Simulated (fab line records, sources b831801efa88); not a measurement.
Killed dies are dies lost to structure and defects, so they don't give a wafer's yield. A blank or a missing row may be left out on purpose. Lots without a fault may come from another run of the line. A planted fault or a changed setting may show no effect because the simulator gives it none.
Chamber matching | flow gf180mcu | GF_V5_CMP_04 on cmp-01: 4 sister chambers
The step polishes SiO2. 4 wafers are shown with their chamber, then 7 later ones without.

WAFERS WITH THEIR CHAMBER
wafer  | chamber | motor_current_A (A)
L310.1 | 0       | 11.9
L310.4 | 1       | 12.2
L312.1 | 3       | 12.4
L312.3 | 2       | 12.1

WAFERS WITHOUT THEIR CHAMBER
wafer  | motor_current_A (A)
L312.5 | 12.4
L313.3 | 12.6
L313.4 | 12.5
L313.6 | 12.8
L319.2 | 13.1
L319.4 | 11.9
L319.5 | 11.0

WHICH CHAMBER EACH WENT THROUGH
wafer  | from the rows above               | in truth
L312.5 | can't be placed: 3 or 1 or 2 or 0 | 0
L313.3 | can't be placed: 3 or 1 or 2 or 0 | 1
L313.4 | can't be placed: 3 or 1 or 2 or 0 | 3
L313.6 | can't be placed: 3 or 1 or 2 or 0 | 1
L319.2 | can't be placed: 3 or 1 or 2 or 0 | 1
L319.4 | can't be placed: 0 or 2 or 1 or 3 | 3
L319.5 | can't be placed: 0 or 2 or 1 or 3 | 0
Placed correctly: 0 of 7. Can't be placed from these rows: 7 (the true chamber is among the candidates in 7). Placed wrongly: 0.
How it was worked out, from the rows above alone: a wafer's distance from a chamber is the root of the sum, over the readings, of the square of ((its reading less the chamber's mean) divided by the reading's scatter). The wafer belongs to the nearest chamber; if the next one is less than 2 further off, it can't be placed. A chamber's mean is the mean of its shown wafers. The scatter: with one shown wafer a chamber, the root of the mean of the squares of how far each hidden wafer lies from its nearest shown one.
